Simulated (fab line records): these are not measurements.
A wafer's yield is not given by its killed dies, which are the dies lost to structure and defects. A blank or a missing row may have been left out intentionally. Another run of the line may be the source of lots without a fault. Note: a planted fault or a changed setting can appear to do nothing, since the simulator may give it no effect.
Problem report, 8D (eight disciplines) form, completed by code | flow sky130 | the parts of the form that need people (team, actions taken, sign-off) are left out

== 1. PROBLEM STATEMENT ==
rotationDeg at SKY_LDD_N_IMPLANT_15 reads a mean of 438.07 degrees on 9 wafers of 3 lots; wafers without a fault read 270.00 degrees with a standard deviation of 0.054. That is +99 or more standard deviations from the usual mean.
First observed at day 25 01:33: wafer L754.1, on implanter-01. The record has a number at this step for 21 wafers belonging to 7 lots. By rule, "out" or "out of limits" means more than 4 standard deviations away from the usual mean. Any other wafer with a number is counted as sound.

== 2. WHAT IT IS; WHAT IT IS NOT ==
question                    | is                     | is not
which readings at this step | rotationDeg            | endStationPressureTorr
which lots                  | L754, L755, L756       | L739, L741, L757, L758
which wafers of those lots  | all that have a number | -
read on which tools         | implanter-01           | implanter-03
when                        | from day 25 01:33      | up to then (6 sound wafers); but 6 sound wafers of L757, L758 came after

== 3. THE SUSPECTS, EACH WITH WHAT RULES IT OUT ==
Counting: a tool at any process step up to the reading remains a suspect when it ran all the lots that are out and ran no sound lot after the first of those.
- implanter-01 at SKY_LDD_N_IMPLANT_15: kept. It ran every lot that is out, first L754 (day 25 01:33), and no sound lot after that; its last sound lot up to then is L741 (day 20 00:24). On those wafers its own readings are out: rotationDeg.
After counting, what remains is implanter-01 at SKY_LDD_N_IMPLANT_15.

== 4. THE CAUSE (what the simulator had put in) ==
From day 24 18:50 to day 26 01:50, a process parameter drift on implanter-01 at SKY_LDD_N_IMPLANT_15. Setting rotationDeg shifted by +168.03 from 270. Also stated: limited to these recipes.
After counting, this tool was the only one left.

== 5. SEQUENCE OF EFFECTS, ordered by route ==
Each row: a reading where the mean over the struck wafers with a number is more than 3 standard deviations away from the usual. Scope: only readings with a usual standard deviation given in the record; hours: median across lots of the time from each lot's start at the first step in this table that gives one to its start at this step; sigmas: change in usual standard deviations.
hours | step                 | reading     | usual          | on struck wafers | change  | sigmas
0     | SKY_LDD_N_IMPLANT_15 | rotationDeg | 270.00 degrees | 438.07           | +168.07 | +99 or more
Its process steps:
- SKY_LDD_N_IMPLANT_15

== 6. HOW IT WOULD HAVE BEEN CAUGHT EARLIER ==
The fault began at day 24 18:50; the first out-of-limits reading in this record came at day 25 01:33, 7 hours later.
